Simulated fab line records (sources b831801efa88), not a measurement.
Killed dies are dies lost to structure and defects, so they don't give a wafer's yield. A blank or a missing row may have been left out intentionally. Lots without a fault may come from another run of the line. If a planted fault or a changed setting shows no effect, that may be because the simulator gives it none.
The tool behind it: which one? | flow sfq line | 14 lots with 41 wafers sampled at 2 steps, on a route of 325 steps

## WHAT THE GAUGES READ, wafer by wafer
No reading from a measuring or inspecting step in the record can be judged against a usual standard deviation.

## WHICH TOOL RAN EACH LOT (tool, then ch and the chambers of the sampled wafers, then the start)
lot  | SFQ_TRILAYER_A5C_DEP_PECVD_142  | SFQ_TRILAYER_C5_ETCH_VIA_ETCH_154
L949 | pecvd-04 ch 1,2, day 62 11:39   | rie diel-04 ch 1,2,3, day 67 14:16
L950 | pecvd-02 ch 0,1,2, day 62 15:16 | rie diel-01 ch 0,1,2, day 67 17:52
L952 | pecvd-03 ch 0,1, day 63 05:47   | rie diel-01 ch 0,1,3, day 68 08:16
L953 | pecvd-04 ch 0,1,2, day 63 14:18 | rie diel-04 ch 1,3, day 68 09:35
L954 | pecvd-02 ch 1,2, day 64 00:38   | rie diel-01 ch 0,1,2, day 68 14:31
L955 | pecvd-04 ch 1,2, day 64 03:03   | rie diel-04 ch 0,2,3, day 69 02:19
L956 | pecvd-03 ch 0,2, day 65 05:41   | rie diel-04 ch 0,2,3, day 70 02:22
L957 | pecvd-04 ch 0,1, day 66 02:05   | rie diel-04 ch 1,2,3, day 70 22:11
L958 | pecvd-03 ch 0,1,2, day 66 04:29 | rie diel-02 ch 2,3, day 71 06:35
L962 | pecvd-03 ch 0,2, day 66 21:07   | rie diel-04 ch 0,2,3, day 71 18:50
L964 | pecvd-04 ch 1,2, day 67 06:14   | rie diel-02 ch 0,3, day 72 03:14
L966 | pecvd-03 ch 0,1,2, day 68 05:31 | rie diel-01 ch 1,3, day 72 23:38
L967 | pecvd-03 ch 2, day 68 12:50     | rie diel-04 ch 2,3, day 73 06:58
L970 | pecvd-04 ch 1,2, day 69 06:56   | rie diel-02 ch 1,3, day 73 20:25
- SFQ_TRILAYER_A5C_DEP_PECVD_142: deposits SiO2 from SiH4/N2O, time 15.556 s, target thk 70 nm.
- SFQ_TRILAYER_C5_ETCH_VIA_ETCH_154: etches SiO2 in CHF3, stops on Nb, target depth 84 nm.

## AS READ BY THE TOOLS THEMSELVES (means over the sampled wafers that have a number; for cases with no such wafer, the mark the record gives instead)
SFQ_TRILAYER_A5C_DEP_PECVD_142. Usual: heater power w 83 W, standard deviation 8.6; throttle valve pct 25.8 %, standard deviation 1.4.
lot  | tool     | heater power w (W) | throttle valve pct (%) | flag
L949 | pecvd-04 | 79                 | 25.5                   |
L950 | pecvd-02 | 81                 | 24.2                   |
L952 | pecvd-03 | 84                 | 26.8                   |
L953 | pecvd-04 | 83                 | 26.1                   |
L954 | pecvd-02 | 95                 | 24.7                   |
L955 | pecvd-04 | 86                 | 26.5                   |
L956 | pecvd-03 | 90                 | 25.6                   |
L957 | pecvd-04 | 78                 | 27.3                   |
L958 | pecvd-03 | 87                 | 25.9                   |
L962 | pecvd-03 | 88                 | 24.7                   |
L964 | pecvd-04 | 84                 | 26.6                   |
L966 | pecvd-03 | 84                 | 25.9                   |
L967 | pecvd-03 | 86                 | 24.0                   |
L970 | pecvd-04 | 88                 | 25.6                   |

SFQ_TRILAYER_C5_ETCH_VIA_ETCH_154. Usual: drypump motor current A 5.9 A, standard deviation 0.6; oes product au 0.895 a.u., standard deviation 0.007.
lot  | tool        | drypump motor current A (A) | oes product au (a.u.) | flag
L949 | rie diel-04 | 5.8                         | 0.898                 |
L950 | rie diel-01 | 6.1                         | 0.897                 |
L952 | rie diel-01 | 6.0                         | 0.898                 |
L953 | rie diel-04 | 5.2                         | 0.897                 |
L954 | rie diel-01 | 6.2                         | 0.900                 |
L955 | rie diel-04 | 6.1                         | 0.889                 |
L956 | rie diel-04 | 6.1                         | 0.892                 |
L957 | rie diel-04 | 5.8                         | 0.891                 |
L958 | rie diel-02 | 5.2                         | 0.896                 |
L962 | rie diel-04 | 6.1                         | 0.890                 |
L964 | rie diel-02 | 6.1                         | 0.894                 |
L966 | rie diel-01 | 6.1                         | 0.834                 | OFF
L967 | rie diel-04 | 6.3                         | 0.834                 | OFF
L970 | rie diel-02 | 6.1                         | 0.889                 |

## THE ANSWER, worked out from the rows above alone
Rule: a lot counts as off when the mean over its wafers that have a number is more than 3 standard deviations away from the usual mean. Also off: a lot with no number at a reading for which 4 or more lots have one. All remaining lots with rows at the step are treated as sound. The gauges are gone through in route order, then the tools' own readings, and for those a lot's mean is taken as printed above. At the first step where some lot is off, the reading lying furthest off is the one used; lots without a number count as furthest.
Off: L966, L967, at SFQ_TRILAYER_C5_ETCH_VIA_ETCH_154 (oes product au).
A tool fits if, at that step or a process step before it, it ran every lot that is off, and no sound lot after the first of them. One fits: SFQ_TRILAYER_A5C_DEP_PECVD_142 on pecvd-03. A fault onset in the window from L962 (day 66 21:07, its last sound lot) to L966 (day 68 05:31, its first lot off) fits.

## WHAT WAS PUT IN BY THE SIMULATOR
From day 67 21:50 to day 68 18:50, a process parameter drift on pecvd-03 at SFQ_TRILAYER_A5C_DEP_PECVD_142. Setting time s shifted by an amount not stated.
Struck lots among those shown: L966, L967. The rule above found the same.
